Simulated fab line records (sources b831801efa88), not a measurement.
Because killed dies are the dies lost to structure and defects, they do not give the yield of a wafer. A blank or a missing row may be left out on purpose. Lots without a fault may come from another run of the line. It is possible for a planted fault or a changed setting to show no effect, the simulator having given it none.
Which of the tools did it? || flow sky130 || Sampling: 24 lots, 72 wafers, 6 of 708 route steps

WHAT THE GAUGES READ, wafer by wafer
SKY_VT_ADJUST_HVTP_TW_MEAS_11. Usual: VT_ADJUST_HVTP_TW 1347, standard deviation 6.3.
{"lot": "L074", "measured": "day 6 13:47", "on": "film_metro-03", "VT_ADJUST_HVTP_TW": "1339 1343 1337", "flag": ""}
{"lot": "L075", "measured": "day 6 14:37", "on": "film_metro-03", "VT_ADJUST_HVTP_TW": "1331 1336 1335", "flag": ""}
{"lot": "L076", "measured": "day 6 22:14", "on": "film_metro-03", "VT_ADJUST_HVTP_TW": "1336 1345 1345", "flag": ""}
{"lot": "L077", "measured": "day 6 22:32", "on": "film_metro-02", "VT_ADJUST_HVTP_TW": "1356 1351 1351", "flag": ""}
{"lot": "L078", "measured": "day 7 06:43", "on": "film_metro-01", "VT_ADJUST_HVTP_TW": "1348 1351 1353", "flag": ""}
{"lot": "L079", "measured": "day 7 11:11", "on": "film_metro-03", "VT_ADJUST_HVTP_TW": "1358 1354 1348", "flag": ""}
{"lot": "L081", "measured": "day 7 22:41", "on": "film_metro-02", "VT_ADJUST_HVTP_TW": "1344 1342 1350", "flag": ""}
{"lot": "L080", "measured": "day 8 00:38", "on": "film_metro-02", "VT_ADJUST_HVTP_TW": "1336 1343 1348", "flag": ""}
{"lot": "L082", "measured": "day 8 05:31", "on": "film_metro-03", "VT_ADJUST_HVTP_TW": "1349 1353 1351", "flag": ""}
{"lot": "L083", "measured": "day 8 14:03", "on": "film_metro-03", "VT_ADJUST_HVTP_TW": "1346 1358 1347", "flag": ""}
{"lot": "L084", "measured": "day 8 19:45", "on": "film_metro-03", "VT_ADJUST_HVTP_TW": "1355 1342 1350", "flag": ""}
{"lot": "L085", "measured": "day 9 01:26", "on": "film_metro-01", "VT_ADJUST_HVTP_TW": "1345 1343 1339", "flag": ""}
{"lot": "L086", "measured": "day 9 09:05", "on": "film_metro-01", "VT_ADJUST_HVTP_TW": "1349 1342 1347", "flag": ""}
{"lot": "L087", "measured": "day 9 13:33", "on": "film_metro-02", "VT_ADJUST_HVTP_TW": "1349 1349 1349", "flag": ""}
{"lot": "L088", "measured": "day 9 20:08", "on": "film_metro-03", "VT_ADJUST_HVTP_TW": "1349 1353 1348", "flag": ""}
{"lot": "L089", "measured": "day 10 03:37", "on": "film_metro-03", "VT_ADJUST_HVTP_TW": "1354 1357 1350", "flag": ""}
{"lot": "L090", "measured": "day 10 10:32", "on": "film_metro-01", "VT_ADJUST_HVTP_TW": "1349 1350 1350", "flag": ""}
{"lot": "L091", "measured": "day 10 14:45", "on": "film_metro-03", "VT_ADJUST_HVTP_TW": "1344 1354 1352", "flag": ""}
{"lot": "L092", "measured": "day 10 20:17", "on": "film_metro-01", "VT_ADJUST_HVTP_TW": "1347 1340 1349", "flag": ""}
{"lot": "L093", "measured": "day 11 03:51", "on": "film_metro-02", "VT_ADJUST_HVTP_TW": "1345 1343 1349", "flag": ""}
{"lot": "L094", "measured": "day 11 09:26", "on": "film_metro-03", "VT_ADJUST_HVTP_TW": "1352 1351 1356", "flag": ""}
{"lot": "L095", "measured": "day 11 21:22", "on": "film_metro-01", "VT_ADJUST_HVTP_TW": "1347 1348 1351", "flag": ""}
{"lot": "L096", "measured": "day 12 00:52", "on": "film_metro-03", "VT_ADJUST_HVTP_TW": "1343 1350 1347", "flag": ""}
{"lot": "L097", "measured": "day 12 09:08", "on": "film_metro-03", "VT_ADJUST_HVTP_TW": "1346 1351 1346", "flag": ""}

SKY_VT_ADJUST_PCH_TW_MEAS_10. Usual: VT_ADJUST_PCH_TW 141.8, standard deviation 0.62.
{"lot": "L074", "measured": "day 10 22:36", "on": "film_metro-02", "VT_ADJUST_PCH_TW": "142.0 141.7 142.2", "flag": ""}
{"lot": "L075", "measured": "day 11 00:46", "on": "film_metro-02", "VT_ADJUST_PCH_TW": "143.3 142.1 141.7", "flag": ""}
{"lot": "L076", "measured": "day 11 10:44", "on": "film_metro-01", "VT_ADJUST_PCH_TW": "141.6 142.2 142.3", "flag": ""}
{"lot": "L077", "measured": "day 11 11:05", "on": "film_metro-02", "VT_ADJUST_PCH_TW": "142.8 142.1 142.4", "flag": ""}
{"lot": "L078", "measured": "day 11 21:56", "on": "film_metro-03", "VT_ADJUST_PCH_TW": "142.4 142.6 142.5", "flag": ""}
{"lot": "L079", "measured": "day 12 01:05", "on": "film_metro-01", "VT_ADJUST_PCH_TW": "141.0 142.1 140.8", "flag": ""}
{"lot": "L081", "measured": "day 12 15:05", "on": "film_metro-03", "VT_ADJUST_PCH_TW": "141.3 142.6 141.8", "flag": ""}
{"lot": "L080", "measured": "day 12 16:13", "on": "film_metro-03", "VT_ADJUST_PCH_TW": "141.7 141.3 141.5", "flag": ""}
{"lot": "L082", "measured": "day 13 00:37", "on": "film_metro-02", "VT_ADJUST_PCH_TW": "142.6 142.1 141.9", "flag": ""}
{"lot": "L083", "measured": "day 13 10:47", "on": "film_metro-03", "VT_ADJUST_PCH_TW": "142.4 143.0 143.3", "flag": ""}
{"lot": "L084", "measured": "day 13 17:30", "on": "film_metro-02", "VT_ADJUST_PCH_TW": "141.3 141.1 141.4", "flag": ""}
{"lot": "L085", "measured": "day 14 01:34", "on": "film_metro-01", "VT_ADJUST_PCH_TW": "141.6 140.6 141.9", "flag": ""}
{"lot": "L086", "measured": "day 14 07:40", "on": "film_metro-03", "VT_ADJUST_PCH_TW": "141.7 142.3 142.2", "flag": ""}
{"lot": "L087", "measured": "day 14 16:10", "on": "film_metro-03", "VT_ADJUST_PCH_TW": "142.8 142.0 141.8", "flag": ""}
{"lot": "L088", "measured": "day 14 19:33", "on": "film_metro-02", "VT_ADJUST_PCH_TW": "141.9 142.1 141.4", "flag": ""}
{"lot": "L089", "measured": "day 15 07:12", "on": "film_metro-03", "VT_ADJUST_PCH_TW": "142.3 142.4 142.5", "flag": ""}
{"lot": "L090", "measured": "day 15 16:20", "on": "film_metro-02", "VT_ADJUST_PCH_TW": "141.9 142.4 142.0", "flag": ""}
{"lot": "L091", "measured": "day 15 19:57", "on": "film_metro-02", "VT_ADJUST_PCH_TW": "140.8 141.6 142.4", "flag": ""}
{"lot": "L092", "measured": "day 16 02:31", "on": "film_metro-01", "VT_ADJUST_PCH_TW": "141.5 141.9 142.4", "flag": ""}
{"lot": "L093", "measured": "day 16 11:04", "on": "film_metro-03", "VT_ADJUST_PCH_TW": "141.4 142.4 141.0", "flag": ""}
{"lot": "L094", "measured": "day 16 19:14", "on": "film_metro-03", "VT_ADJUST_PCH_TW": "142.0 141.8 141.6", "flag": ""}
{"lot": "L095", "measured": "day 17 07:45", "on": "film_metro-01", "VT_ADJUST_PCH_TW": "141.5 141.6 141.2", "flag": ""}
{"lot": "L096", "measured": "day 17 13:39", "on": "film_metro-01", "VT_ADJUST_PCH_TW": "141.1 141.8 140.9", "flag": ""}
{"lot": "L097", "measured": "day 17 23:04", "on": "film_metro-02", "VT_ADJUST_PCH_TW": "141.5 140.4 140.8", "flag": ""}

SKY_SONOS_ONO_THK_MEAS_01. Usual: SONOS_ONO_OXIDATION_THK 2.61 nm, standard deviation 0.057.
{"lot": "L074", "measured": "day 12 01:11", "on": "film_metro-04", "SONOS_ONO_OXIDATION_THK (nm)": "2.60 2.60 2.67", "flag": ""}
{"lot": "L075", "measured": "day 12 03:02", "on": "film_metro-01", "SONOS_ONO_OXIDATION_THK (nm)": "2.71 2.65 2.65", "flag": ""}
{"lot": "L076", "measured": "day 12 13:59", "on": "film_metro-04", "SONOS_ONO_OXIDATION_THK (nm)": "2.51 2.50 2.50", "flag": ""}
{"lot": "L077", "measured": "day 12 13:59", "on": "film_metro-02", "SONOS_ONO_OXIDATION_THK (nm)": "2.55 2.57 2.58", "flag": ""}
{"lot": "L078", "measured": "day 13 00:53", "on": "film_metro-04", "SONOS_ONO_OXIDATION_THK (nm)": "2.62 2.61 2.56", "flag": ""}
{"lot": "L079", "measured": "day 13 03:46", "on": "film_metro-01", "SONOS_ONO_OXIDATION_THK (nm)": "2.56 2.60 2.59", "flag": ""}
{"lot": "L081", "measured": "day 13 17:03", "on": "film_metro-04", "SONOS_ONO_OXIDATION_THK (nm)": "2.68 2.66 2.68", "flag": ""}
{"lot": "L080", "measured": "day 13 22:41", "on": "film_metro-04", "SONOS_ONO_OXIDATION_THK (nm)": "2.55 2.62 2.65", "flag": ""}
{"lot": "L082", "measured": "day 14 05:02", "on": "film_metro-02", "SONOS_ONO_OXIDATION_THK (nm)": "2.66 2.68 2.67", "flag": ""}
{"lot": "L083", "measured": "day 14 19:16", "on": "film_metro-02", "SONOS_ONO_OXIDATION_THK (nm)": "2.64 2.58 2.63", "flag": ""}
{"lot": "L084", "measured": "day 15 02:11", "on": "film_metro-01", "SONOS_ONO_OXIDATION_THK (nm)": "2.65 2.70 2.67", "flag": ""}
{"lot": "L085", "measured": "day 15 10:32", "on": "film_metro-04", "SONOS_ONO_OXIDATION_THK (nm)": "2.67 2.71 2.73", "flag": ""}
{"lot": "L086", "measured": "day 15 14:55", "on": "film_metro-04", "SONOS_ONO_OXIDATION_THK (nm)": "2.66 2.75 2.62", "flag": ""}
{"lot": "L087", "measured": "day 15 21:13", "on": "film_metro-04", "SONOS_ONO_OXIDATION_THK (nm)": "2.65 2.61 2.66", "flag": ""}
{"lot": "L088", "measured": "day 15 23:43", "on": "film_metro-01", "SONOS_ONO_OXIDATION_THK (nm)": "2.65 2.69 2.64", "flag": ""}
{"lot": "L089", "measured": "day 16 13:20", "on": "film_metro-04", "SONOS_ONO_OXIDATION_THK (nm)": "2.53 2.56 2.52", "flag": ""}
{"lot": "L090", "measured": "day 16 22:29", "on": "film_metro-02", "SONOS_ONO_OXIDATION_THK (nm)": "2.61 2.56 2.54", "flag": ""}
{"lot": "L091", "measured": "day 17 02:11", "on": "film_metro-04", "SONOS_ONO_OXIDATION_THK (nm)": "2.63 2.67 2.73", "flag": ""}
{"lot": "L092", "measured": "day 17 09:11", "on": "film_metro-01", "SONOS_ONO_OXIDATION_THK (nm)": "2.60 2.64 2.52", "flag": ""}
{"lot": "L093", "measured": "day 17 17:40", "on": "film_metro-01", "SONOS_ONO_OXIDATION_THK (nm)": "2.62 2.59 2.60", "flag": ""}
{"lot": "L094", "measured": "day 18 02:48", "on": "film_metro-04", "SONOS_ONO_OXIDATION_THK (nm)": "2.55 2.59 2.60", "flag": ""}
{"lot": "L095", "measured": "day 18 17:48", "on": "film_metro-01", "SONOS_ONO_OXIDATION_THK (nm)": "2.54 2.57 2.59", "flag": ""}
{"lot": "L096", "measured": "day 18 23:23", "on": "film_metro-04", "SONOS_ONO_OXIDATION_THK (nm)": "2.60 2.68 2.49", "flag": ""}
{"lot": "L097", "measured": "day 19 07:18", "on": "film_metro-01", "SONOS_ONO_OXIDATION_THK (nm)": "2.59 2.55 2.62", "flag": ""}

SKY_SD_N_TW_MEAS_12. Usual: SD_N_TW 3933, standard deviation 22.
{"lot": "L074", "measured": "day 28 12:48", "on": "film_metro-02", "SD_N_TW": "3928 3914 3918", "flag": ""}
{"lot": "L075", "measured": "day 28 14:58", "on": "film_metro-02", "SD_N_TW": "3939 3929 3918", "flag": ""}
{"lot": "L076", "measured": "day 29 13:35", "on": "film_metro-01", "SD_N_TW": "3951 3919 3936", "flag": ""}
{"lot": "L077", "measured": "day 29 11:40", "on": "film_metro-01", "SD_N_TW": "3929 3927 3913", "flag": ""}
{"lot": "L078", "measured": "day 29 20:59", "on": "film_metro-01", "SD_N_TW": "3935 3924 3923", "flag": ""}
{"lot": "L079", "measured": "day 29 22:32", "on": "film_metro-01", "SD_N_TW": "3925 3913 3910", "flag": ""}
{"lot": "L081", "measured": "day 30 08:05", "on": "film_metro-03", "SD_N_TW": "3967 3964 3974", "flag": ""}
{"lot": "L080", "measured": "day 30 12:22", "on": "film_metro-01", "SD_N_TW": "3904 3912 3899", "flag": ""}
{"lot": "L082", "measured": "day 30 20:39", "on": "film_metro-02", "SD_N_TW": "3898 3917 3904", "flag": ""}
{"lot": "L083", "measured": "day 31 08:15", "on": "film_metro-02", "SD_N_TW": "3947 3935 3941", "flag": ""}
{"lot": "L084", "measured": "day 31 16:48", "on": "film_metro-03", "SD_N_TW": "3937 3947 3946", "flag": ""}
{"lot": "L085", "measured": "day 31 21:34", "on": "film_metro-03", "SD_N_TW": "3921 3934 3919", "flag": ""}
{"lot": "L086", "measured": "day 32 03:46", "on": "film_metro-02", "SD_N_TW": "3940 3948 3938", "flag": ""}
{"lot": "L087", "measured": "day 32 13:46", "on": "film_metro-02", "SD_N_TW": "3939 3919 3934", "flag": ""}
{"lot": "L088", "measured": "day 32 20:27", "on": "film_metro-03", "SD_N_TW": "3955 3952 3945", "flag": ""}
{"lot": "L089", "measured": "day 33 02:56", "on": "film_metro-03", "SD_N_TW": "3962 3967 3963", "flag": ""}
{"lot": "L090", "measured": "day 33 15:01", "on": "film_metro-02", "SD_N_TW": "3919 3955 3924", "flag": ""}
{"lot": "L091", "measured": "day 33 14:40", "on": "film_metro-02", "SD_N_TW": "3935 3960 3945", "flag": ""}
{"lot": "L092", "measured": "day 33 22:39", "on": "film_metro-01", "SD_N_TW": "3870 3896 3883", "flag": ""}
{"lot": "L093", "measured": "day 34 08:19", "on": "film_metro-03", "SD_N_TW": "3972 3950 3956", "flag": ""}
{"lot": "L094", "measured": "day 34 09:58", "on": "film_metro-01", "SD_N_TW": "3914 3916 3928", "flag": ""}
{"lot": "L095", "measured": "day 35 00:18", "on": "film_metro-02", "SD_N_TW": "3940 3937 3964", "flag": ""}
{"lot": "L096", "measured": "day 35 07:25", "on": "film_metro-02", "SD_N_TW": "3932 3944 3951", "flag": ""}
{"lot": "L097", "measured": "day 35 12:21", "on": "film_metro-02", "SD_N_TW": "3924 3951 3934", "flag": ""}

SKY_CONTACT_THK_MEAS_03. Usual: CONTACT_HDPCVD_THK 566 nm, standard deviation 6.6.
{"lot": "L074", "measured": "day 31 00:31", "on": "film_metro-02", "CONTACT_HDPCVD_THK (nm)": "573 566 572", "flag": ""}
{"lot": "L075", "measured": "day 31 03:35", "on": "film_metro-01", "CONTACT_HDPCVD_THK (nm)": "560 574 566", "flag": ""}
{"lot": "L076", "measured": "day 32 01:35", "on": "film_metro-02", "CONTACT_HDPCVD_THK (nm)": "577 565 559", "flag": ""}
{"lot": "L077", "measured": "day 31 23:49", "on": "film_metro-04", "CONTACT_HDPCVD_THK (nm)": "561 552 558", "flag": ""}
{"lot": "L078", "measured": "day 32 08:13", "on": "film_metro-01", "CONTACT_HDPCVD_THK (nm)": "564 558 560", "flag": ""}
{"lot": "L079", "measured": "day 32 10:10", "on": "film_metro-02", "CONTACT_HDPCVD_THK (nm)": "569 570 567", "flag": ""}
{"lot": "L081", "measured": "day 32 19:53", "on": "film_metro-01", "CONTACT_HDPCVD_THK (nm)": "577 564 566", "flag": ""}
{"lot": "L080", "measured": "day 32 23:22", "on": "film_metro-02", "CONTACT_HDPCVD_THK (nm)": "553 565 563", "flag": ""}
{"lot": "L082", "measured": "day 33 07:17", "on": "film_metro-01", "CONTACT_HDPCVD_THK (nm)": "562 562 562", "flag": ""}
{"lot": "L083", "measured": "day 33 17:59", "on": "film_metro-02", "CONTACT_HDPCVD_THK (nm)": "566 555 559", "flag": ""}
{"lot": "L084", "measured": "day 34 02:41", "on": "film_metro-02", "CONTACT_HDPCVD_THK (nm)": "563 569 572", "flag": ""}
{"lot": "L085", "measured": "day 34 07:43", "on": "film_metro-04", "CONTACT_HDPCVD_THK (nm)": "563 555 557", "flag": ""}
{"lot": "L086", "measured": "day 34 13:40", "on": "film_metro-04", "CONTACT_HDPCVD_THK (nm)": "560 567 561", "flag": ""}
{"lot": "L087", "measured": "day 34 22:36", "on": "film_metro-01", "CONTACT_HDPCVD_THK (nm)": "571 574 568", "flag": ""}
{"lot": "L088", "measured": "day 35 05:10", "on": "film_metro-04", "CONTACT_HDPCVD_THK (nm)": "566 559 559", "flag": ""}
{"lot": "L089", "measured": "day 35 11:22", "on": "film_metro-02", "CONTACT_HDPCVD_THK (nm)": "580 566 570", "flag": ""}
{"lot": "L090", "measured": "day 35 22:58", "on": "film_metro-01", "CONTACT_HDPCVD_THK (nm)": "569 569 563", "flag": ""}
{"lot": "L091", "measured": "day 35 22:42", "on": "film_metro-02", "CONTACT_HDPCVD_THK (nm)": "564 560 568", "flag": ""}
{"lot": "L092", "measured": "day 36 06:44", "on": "film_metro-02", "CONTACT_HDPCVD_THK (nm)": "556 575 561", "flag": ""}
{"lot": "L093", "measured": "day 36 16:41", "on": "film_metro-04", "CONTACT_HDPCVD_THK (nm)": "577 573 569", "flag": ""}
{"lot": "L094", "measured": "day 36 18:11", "on": "film_metro-04", "CONTACT_HDPCVD_THK (nm)": "576 575 576", "flag": ""}
{"lot": "L095", "measured": "day 37 08:01", "on": "film_metro-04", "CONTACT_HDPCVD_THK (nm)": "565 564 567", "flag": ""}
{"lot": "L096", "measured": "day 37 16:08", "on": "film_metro-01", "CONTACT_HDPCVD_THK (nm)": "559 564 556", "flag": ""}
{"lot": "L097", "measured": "day 37 21:14", "on": "film_metro-04", "CONTACT_HDPCVD_THK (nm)": "562 566 562", "flag": ""}

WHAT TOOL EACH LOT RAN ON (gives the tool, then ch and the chambers of the sampled wafers, and finally the start)
{"lot": "L074", "SKY_DNWELL_STRIP_08": "plasma_asher-04 ch 0, day 3 14:21"}
{"lot": "L075", "SKY_DNWELL_STRIP_08": "plasma_asher-01 ch 0, day 3 14:42"}
{"lot": "L076", "SKY_DNWELL_STRIP_08": "plasma_asher-01 ch 0,1, day 3 21:10"}
{"lot": "L077", "SKY_DNWELL_STRIP_08": "plasma_asher-03 ch 1, day 3 21:33"}
{"lot": "L078", "SKY_DNWELL_STRIP_08": "plasma_asher-01 ch 0, day 4 03:26"}
{"lot": "L079", "SKY_DNWELL_STRIP_08": "plasma_asher-04 ch 0,1, day 4 07:57"}
{"lot": "L081", "SKY_DNWELL_STRIP_08": "plasma_asher-01 ch 0,1, day 4 17:36"}
{"lot": "L080", "SKY_DNWELL_STRIP_08": "plasma_asher-01 ch 0,1, day 4 19:49"}
{"lot": "L082", "SKY_DNWELL_STRIP_08": "plasma_asher-01 ch 0,1, day 5 00:05"}
{"lot": "L083", "SKY_DNWELL_STRIP_08": "plasma_asher-01 ch 0,1, day 5 06:39"}
{"lot": "L084", "SKY_DNWELL_STRIP_08": "plasma_asher-01 ch 0,1, day 5 11:10"}
{"lot": "L085", "SKY_DNWELL_STRIP_08": "plasma_asher-01 ch 0,1, day 5 16:54"}
{"lot": "L086", "SKY_DNWELL_STRIP_08": "plasma_asher-04 ch 0,1, day 5 23:01"}
{"lot": "L087", "SKY_DNWELL_STRIP_08": "plasma_asher-01 ch 0,1, day 6 03:02"}
{"lot": "L088", "SKY_DNWELL_STRIP_08": "plasma_asher-03 ch 0,1, day 6 08:06"}
{"lot": "L089", "SKY_DNWELL_STRIP_08": "plasma_asher-04 ch 0,1, day 6 14:47"}
{"lot": "L090", "SKY_DNWELL_STRIP_08": "plasma_asher-04 ch 0,1, day 6 19:30"}
{"lot": "L091", "SKY_DNWELL_STRIP_08": "plasma_asher-01 ch 0,1, day 7 00:24"}
{"lot": "L092", "SKY_DNWELL_STRIP_08": "plasma_asher-03 ch 0,1, day 7 04:41"}
{"lot": "L093", "SKY_DNWELL_STRIP_08": "plasma_asher-04 ch 0,1, day 7 11:21"}
{"lot": "L094", "SKY_DNWELL_STRIP_08": "plasma_asher-03 ch 1, day 7 16:26"}
{"lot": "L095", "SKY_DNWELL_STRIP_08": "plasma_asher-01 ch 0,1, day 8 01:59"}
{"lot": "L096", "SKY_DNWELL_STRIP_08": "plasma_asher-04 ch 0,1, day 8 05:37"}
{"lot": "L097", "SKY_DNWELL_STRIP_08": "plasma_asher-03 ch 0,1, day 8 11:58"}
- SKY_DNWELL_STRIP_08: strips in O2/N2.

WHAT THE TOOLS THEMSELVES READ (means of the sampled wafers that have a number; where no wafer has one, the mark that the record gives instead)
SKY_DNWELL_STRIP_08. Usual: drypump_motor_current_A 5.4 A, standard deviation 0.33; oes_product_au 0.723 a.u., standard deviation 0.0045; strip_time_to_endpoint_s 36.93 s, standard deviation 0.13.
{"lot": "L074", "tool": "plasma_asher-04", "drypump_motor_current_A (A)": 5.5, "oes_product_au (a.u.)": 0.719, "strip_time_to_endpoint_s (s)": 36.97, "flag": ""}
{"lot": "L075", "tool": "plasma_asher-01", "drypump_motor_current_A (A)": 5.4, "oes_product_au (a.u.)": 0.725, "strip_time_to_endpoint_s (s)": 36.99, "flag": ""}
{"lot": "L076", "tool": "plasma_asher-01", "drypump_motor_current_A (A)": 5.3, "oes_product_au (a.u.)": 0.720, "strip_time_to_endpoint_s (s)": 36.83, "flag": ""}
{"lot": "L077", "tool": "plasma_asher-03", "drypump_motor_current_A (A)": 6.2, "oes_product_au (a.u.)": 0.723, "strip_time_to_endpoint_s (s)": 37.02, "flag": ""}
{"lot": "L078", "tool": "plasma_asher-01", "drypump_motor_current_A (A)": 5.4, "oes_product_au (a.u.)": 0.724, "strip_time_to_endpoint_s (s)": 36.98, "flag": ""}
{"lot": "L079", "tool": "plasma_asher-04", "drypump_motor_current_A (A)": 5.1, "oes_product_au (a.u.)": 0.720, "strip_time_to_endpoint_s (s)": 36.91, "flag": ""}
{"lot": "L081", "tool": "plasma_asher-01", "drypump_motor_current_A (A)": 5.4, "oes_product_au (a.u.)": 0.721, "strip_time_to_endpoint_s (s)": 36.89, "flag": ""}
{"lot": "L080", "tool": "plasma_asher-01", "drypump_motor_current_A (A)": 5.3, "oes_product_au (a.u.)": 0.718, "strip_time_to_endpoint_s (s)": 36.83, "flag": ""}
{"lot": "L082", "tool": "plasma_asher-01", "drypump_motor_current_A (A)": 5.4, "oes_product_au (a.u.)": 0.724, "strip_time_to_endpoint_s (s)": 37.13, "flag": ""}
{"lot": "L083", "tool": "plasma_asher-01", "drypump_motor_current_A (A)": 5.4, "oes_product_au (a.u.)": 0.725, "strip_time_to_endpoint_s (s)": 37.07, "flag": ""}
{"lot": "L084", "tool": "plasma_asher-01", "drypump_motor_current_A (A)": 5.4, "oes_product_au (a.u.)": 0.725, "strip_time_to_endpoint_s (s)": 36.97, "flag": ""}
{"lot": "L085", "tool": "plasma_asher-01", "drypump_motor_current_A (A)": 5.4, "oes_product_au (a.u.)": 0.720, "strip_time_to_endpoint_s (s)": 37.06, "flag": ""}
{"lot": "L086", "tool": "plasma_asher-04", "drypump_motor_current_A (A)": 5.1, "oes_product_au (a.u.)": 0.722, "strip_time_to_endpoint_s (s)": 36.94, "flag": ""}
{"lot": "L087", "tool": "plasma_asher-01", "drypump_motor_current_A (A)": 5.4, "oes_product_au (a.u.)": 0.720, "strip_time_to_endpoint_s (s)": 36.92, "flag": ""}
{"lot": "L088", "tool": "plasma_asher-03", "drypump_motor_current_A (A)": 5.6, "oes_product_au (a.u.)": 0.726, "strip_time_to_endpoint_s (s)": 36.68, "flag": ""}
{"lot": "L089", "tool": "plasma_asher-04", "drypump_motor_current_A (A)": 5.1, "oes_product_au (a.u.)": 0.725, "strip_time_to_endpoint_s (s)": 36.70, "flag": ""}
{"lot": "L090", "tool": "plasma_asher-04", "drypump_motor_current_A (A)": 5.1, "oes_product_au (a.u.)": 0.722, "strip_time_to_endpoint_s (s)": 37.05, "flag": ""}
{"lot": "L091", "tool": "plasma_asher-01", "drypump_motor_current_A (A)": 5.4, "oes_product_au (a.u.)": 0.724, "strip_time_to_endpoint_s (s)": 37.06, "flag": ""}
{"lot": "L092", "tool": "plasma_asher-03", "drypump_motor_current_A (A)": 5.6, "oes_product_au (a.u.)": 0.721, "strip_time_to_endpoint_s (s)": 36.87, "flag": ""}
{"lot": "L093", "tool": "plasma_asher-04", "drypump_motor_current_A (A)": 5.3, "oes_product_au (a.u.)": 0.722, "strip_time_to_endpoint_s (s)": 36.94, "flag": ""}
{"lot": "L094", "tool": "plasma_asher-03", "drypump_motor_current_A (A)": 6.2, "oes_product_au (a.u.)": 0.722, "strip_time_to_endpoint_s (s)": 36.92, "flag": ""}
{"lot": "L095", "tool": "plasma_asher-01", "drypump_motor_current_A (A)": 5.3, "oes_product_au (a.u.)": 0.724, "strip_time_to_endpoint_s (s)": 36.89, "flag": ""}
{"lot": "L096", "tool": "plasma_asher-04", "drypump_motor_current_A (A)": 5.3, "oes_product_au (a.u.)": 0.721, "strip_time_to_endpoint_s (s)": 36.82, "flag": ""}
{"lot": "L097", "tool": "plasma_asher-03", "drypump_motor_current_A (A)": 5.9, "oes_product_au (a.u.)": 0.724, "strip_time_to_endpoint_s (s)": 36.87, "flag": ""}

THE ANSWER, worked out from the rows above alone
Rule: lot off if the mean of its wafers having a number is beyond 3 standard deviations from the usual mean. Also off: a lot with no number at a reading for which 4 or more lots have one. Any other lot the step has rows for is counted as sound. After the gauges, taken in route order, come the tools' own readings; for these a lot's mean is taken, as printed above. At the first step where some lot is off, the reading lying furthest off is the one used; lots without a number count as furthest.
Nothing can be told from this: no lot is off at any reading shown.

WHAT HAD BEEN PUT IN BY THE SIMULATOR
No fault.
